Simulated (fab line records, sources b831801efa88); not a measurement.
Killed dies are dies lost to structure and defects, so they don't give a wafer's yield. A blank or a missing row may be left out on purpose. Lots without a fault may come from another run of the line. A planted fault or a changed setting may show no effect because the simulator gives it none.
fab line records | flow gf180mcu
record lots=6 wafers=18 last_day=33
route steps=602 shown V3@434
lots that met no fault: from a run of the same line without faults
start_h: hours from the record's first day to the start of the lot's first wafer shown | wait_h: hours since the lot's step before | " the same as in the row above | L1.1+2: a row that stands for several wafers | - no value, or no start given | * or withheld: withheld | < > ~ a bound
route shown NAME@n: a module of which the file shows steps, and the number in the route of the first | usual: mean/standard deviation of fault-free wafers | same: alike in all rows | chamber/n: place in a boat | sites: the reading at each site | _std_site: their standard deviation | _edge_site: outer sites' mean less inner sites' | radius_mm: how far each site lies from the wafer's centre | mask NAME#n: copy n | behind: the tool/chamber that last shaped the wafer | hold: why the lot was held/for how many hours/how that ended | device: the transistor (n, p or np) that didn't switch | end of line: the same wafers' tests at the end of the route | a step without rows: its recipe alone | killed: dies lost to structure and defects at the first sort, not the wafer's yield | map: a wafer's dies, x killed, . not, _ none there
set.NAME: the setting as run; set.NAME@STEP: as run at that earlier step | model.NAME: the simulator's own value behind a step, which no gauge read
lots at some steps of the route; a table a step, a row a wafer
services: from which hour (start_h, from the record's first day; less than 0 if before it) a tool's chamber was out of use, for how many hours, and why
## steps
# step GF_V3_BOW_MEAS_05
# recipe mode=bow
# usual V3_BOW=117/7.3
# columns lot.wafer tool chamber start_h wait_h V3_BOW[um]
L386.3 film_metro-02 - 520.40 0.3 104
L386.5 " - " " 112
L386.6 " - " " 104
L388.1 film_metro-01 - 536.68 0.1 111
L388.3 " - " " 110
L388.6 " - " " 109
L397.1 film_metro-01 - 611.54 0.2 109
L397.2 " - " " 125
L397.5 " - " " 116
L398.2 film_metro-01 - 622.23 0.2 120
L398.3 " - " " 115
L398.6 " - " " 121
L399.1 film_metro-02 - 628.02 0.1 108
L399.3 " - " " 119
L399.4 " - " " 127
L401.1 film_metro-02 - 638.32 0.1 113
L401.4 " - " " 121
L401.6 " - " " 124
# step GF_V3_DEHYDRATE_06
# recipe temp_c=200 time_s=60
# step GF_V3_HMDS_07
# recipe prime_time_s=60 prime_temp_c=120
# step GF_V3_COAT_08
# recipe resist=BARC temp_c=withheld time_s=withheld spin_rpm=withheld resist_thk_nm=withheld
# step GF_V3_COAT_09
# recipe resist=KrF spin_rpm=withheld resist_thk_nm=1000
# step GF_V3_SOFTBAKE_10
# recipe temp_c=130 time_s=60 resist=KrF
# step GF_V3_EXPOSE_11
# recipe mask_id=Via3 target_cd_nm=260 na=0.68 source_shape=conventional sigma_outer=0.6 dose_mj=38
# step GF_V3_PEB_12
# recipe peb_temp_c=135 peb_time_s=90 resist=KrF
# step GF_V3_DEVELOP_13
# recipe develop_time_s=60 resist=KrF dev_temp_c=21
# step GF_V3_CD_MEAS_14
# recipe target_cd_nm=260
# usual cd_nm=260.2/1.4
# columns lot.wafer tool chamber start_h wait_h cd_nm
L386.3 cd_sem-01 - 543.65 0.1 261.3
L386.5 " - " " 261.6
L386.6 " - " " 261.8
L388.1 cd_sem-01 - 559.21 0.1 259.0
L388.3 " - " " 259.8
L388.6 " - " " 257.7
L397.1 cd_sem-01 - 631.95 0.1 259.4
L397.2 " - " " 259.4
L397.5 " - " " 260.0
L398.2 cd_sem-01 - 642.58 0.1 261.8
L398.3 " - " " 261.7
L398.6 " - " " 261.5
L399.1 cd_sem-02 - 647.94 0.1 261.0
L399.3 " - " " 262.0
L399.4 " - " " 262.1
L401.1 cd_sem-02 - 658.14 0.1 260.0
L401.4 " - " " 259.7
L401.6 " - " " 260.3
# step GF_V3_OVL_MEAS_15
# usual V3_OVL=0/6
# columns lot.wafer tool chamber start_h wait_h V3_OVL[nm]
L386.3 overlay-02 - 543.74 0.1 -4
L386.5 " - " " -2
L386.6 " - " " 2
L388.1 overlay-02 - 559.33 0.1 4
L388.3 " - " " 0
L388.6 " - " " 13
L397.1 overlay-02 - 632.07 0.1 -1
L397.2 " - " " 3
L397.5 " - " " 1
L398.2 overlay-01 - 642.68 0.1 9
L398.3 " - " " 8
L398.6 " - " " 8
L399.1 overlay-01 - 648.06 0.1 8
L399.3 " - " " 1
L399.4 " - " " 10
L401.1 overlay-02 - 658.26 0.1 -6
L401.4 " - " " -7
L401.6 " - " " -11
# step GF_V3_ETCH_16
# recipe chemistry=N2/H2 target_depth_a=withheld overetch_a=withheld time_s=withheld target=BARC ion_energy_ev=200 source_w=500 bias_w=100 pressure_mtorr=30 n2_flow_sccm=100 h2_flow_sccm=200
# usual bias_w=100.02/0.3 chamber_pressure_mTorr=30.003/0.027 drypump_motor_current_A=5.7/0.5 oes_product_au=0.855/0.0049 throttle_valve_pct=13.225/0.0087
# columns lot.wafer tool chamber start_h wait_h bias_w chamber_pressure_mTorr drypump_motor_current_A oes_product_au throttle_valve_pct
L386.3 rie_diel-02 1 543.76 0.0 99.87 30.011 5.5 0.849 13.218
L386.5 " 3 " " 100.10 29.952 5.1 0.853 13.224
L386.6 " 0 " " 99.96 30.003 5.6 0.861 13.224
L388.1 rie_diel-04 1 559.37 0.0 100.12 30.048 5.0 0.851 13.241
L388.3 " 3 " " 99.97 30.021 5.6 0.852 13.205
L388.6 " 1 " " 100.22 30.045 5.0 0.854 13.218
L397.1 rie_diel-04 0 632.10 0.0 99.95 30.001 6.5 0.855 13.217
L397.2 " 1 " " 99.97 29.992 5.0 0.855 13.227
L397.5 " 1 " " 100.01 30.024 5.0 0.853 13.233
L398.2 rie_diel-02 0 642.71 0.0 99.62 29.965 5.6 0.855 13.221
L398.3 " 1 " " 99.73 30.003 5.5 0.861 13.227
L398.6 " 0 " " 100.15 29.985 5.6 0.857 13.221
L399.1 rie_diel-01 1 648.10 0.0 100.26 29.965 5.6 0.856 13.222
L399.3 " 2 " " 100.68 29.990 5.9 0.852 13.210
L399.4 " 0 " " 100.36 30.000 5.2 0.845 13.218
L401.1 rie_diel-02 0 658.30 0.0 100.29 29.981 5.7 0.860 13.243
L401.4 " 2 " " 100.45 30.002 6.2 0.859 13.229
L401.6 " 2 " " 100.05 29.996 6.2 0.859 13.215
# step GF_V3_ETCH_17
# recipe chemistry=C4F8/O2/Ar mask_material=KrF target=SiO2 stop_on=TiN source_w=1500 bias_w=1200 pressure_mtorr=40 c4f8_flow_sccm=withheld O2_flow_sccm=6 Ar_flow_sccm=300 time_s=withheld target_depth_a=6350
# usual bias_w=1200/3.7 chamber_pressure_mTorr=40.00/0.034 oes_product_au=0.856/0.0046
# columns lot.wafer tool chamber start_h wait_h bias_w chamber_pressure_mTorr oes_product_au
L386.3 rie_diel-02 1 543 - 1203 40.06 0.865
L386.5 " 3 " " 1197 39.97 0.853
L386.6 " 0 " " 1206 40.01 0.849
L388.1 rie_diel-04 1 559 - 1199 39.98 0.863
L388.3 " 3 " " 1198 40.01 0.850
L388.6 " 1 " " 1202 39.99 0.855
L397.1 rie_diel-04 0 632 - - - -
L397.2 " 1 " " - - -
L397.5 " 1 " " - - -
L398.2 rie_diel-02 0 642 - - - -
L398.3 " 1 " " - - -
L398.6 " 0 " " - - -
L399.1 rie_diel-01 1 648 - 1200 39.99 0.860
L399.3 " 2 " " 1202 39.97 0.861
L399.4 " 0 " " 1199 40.05 0.853
L401.1 rie_diel-02 0 658 - 1201 39.99 0.851
L401.4 " 2 " " 1202 39.98 0.855
L401.6 " 2 " " 1204 39.96 0.854
# step GF_V3_STRIP_18
# recipe chemistry=O2/N2 power_w=1400 pressure_mtorr=1500 platen_temp_c=250 o2_flow_sccm=3000 n2_flow_sccm=300 overash_fraction=0.5
# usual drypump_motor_current_A=5.8/0.31 heater_power_w=369/37 oes_product_au=0.592/0.0051
# columns lot.wafer tool chamber start_h wait_h drypump_motor_current_A heater_power_w oes_product_au rf_hours_counter_h
L386.3 plasma_asher-01 1 543.93 - 5.9 359 0.592 -
L386.5 " 0 " " 6.4 423 0.591 -
L386.6 " 1 " " 5.9 361 0.590 -
L388.1 plasma_asher-03 1 559.50 - 5.8 374 0.590 47
L388.3 " 1 " " 5.8 366 0.596 -
L388.6 " 1 " " 5.8 379 0.589 -
L397.1 plasma_asher-03 0 632.23 - 5.5 386 0.670 55
L397.2 " 1 " " 5.8 364 0.667 55
L397.5 " 0 " " 5.5 392 0.672 -
L398.2 plasma_asher-03 1 642.84 - 5.8 371 0.674 57
L398.3 " 0 " " 5.5 396 0.681 -
L398.6 " 0 " " 5.5 396 0.674 -
L399.1 plasma_asher-01 1 648.23 - 5.9 357 0.594 100
L399.3 " 0 " " 6.4 414 0.592 -
L399.4 " 1 " " 5.9 348 0.591 -
L401.1 plasma_asher-01 1 658.43 - 5.9 345 0.585 101
L401.4 " 0 " " 6.4 425 0.598 -
L401.6 " 0 " " 6.4 423 0.590 -
# step GF_V3_STRIP_19
# recipe chemistry=post_etch_residue_remover time_s=1200 temp_c=72.5
## services
# columns tool chamber start_h hours kind
rie_diel-04 0 536.46 5.5 repair
plasma_asher-03 - 547.57 2.9 repair
rie_diel-04 0 553.97 - clean
rie_diel-04 0 553.97 29.3 scheduled_down
rie_diel-04 0 553.97 29.3 vent_cycle
rie_diel-02 1 556.18 12.5 repair
rie_diel-02 2 560.88 6.5 repair
plasma_asher-03 - 587.70 0.6 repair
rie_diel-01 3 602.59 - clean
rie_diel-01 3 602.59 18.7 scheduled_down
rie_diel-01 3 602.59 18.7 vent_cycle
rie_diel-01 - 607.11 0.6 repair
rie_diel-01 - 613.83 2.8 pm
plasma_asher-01 - 624.08 1.4 repair
plasma_asher-01 - 630.87 2.8 pm
rie_diel-04 1 655.28 - clean
rie_diel-04 1 655.28 16.8 scheduled_down
rie_diel-04 1 655.28 16.8 vent_cycle
## key
first_sign step=GF_V3_ETCH_17 reading=tool_record direction=missing
effect step=GF_V3_STRIP_18 reading=oes_product_au direction=up sigmas=16 usual=0.592 struck=0.673
met_at GF_V3_ETCH_17
struck_wafers L397.1,L397.2,L397.5,L398.2,L398.3,L398.6
later_rows_left_out L397.1,L397.2,L397.5,L398.2,L398.3,L398.6
sort_left_out L397.1,L397.2,L397.5,L398.2,L398.3,L398.6
onset_between 559 632
fault kind=skipped_step_whole tool=rie_diel-02,rie_diel-04 chamber=- onset_h=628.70 steps=GF_V3_ETCH_17 scope=struck_lots_only
# sort_left_out: the simulated sort isn't trusted on such a fault, so these wafers' sort isn't shown, and their yield isn't known
# later_rows_left_out: the simulator's readings of these wafers behind a module that went badly wrong aren't trusted and aren't shown, but for the sort
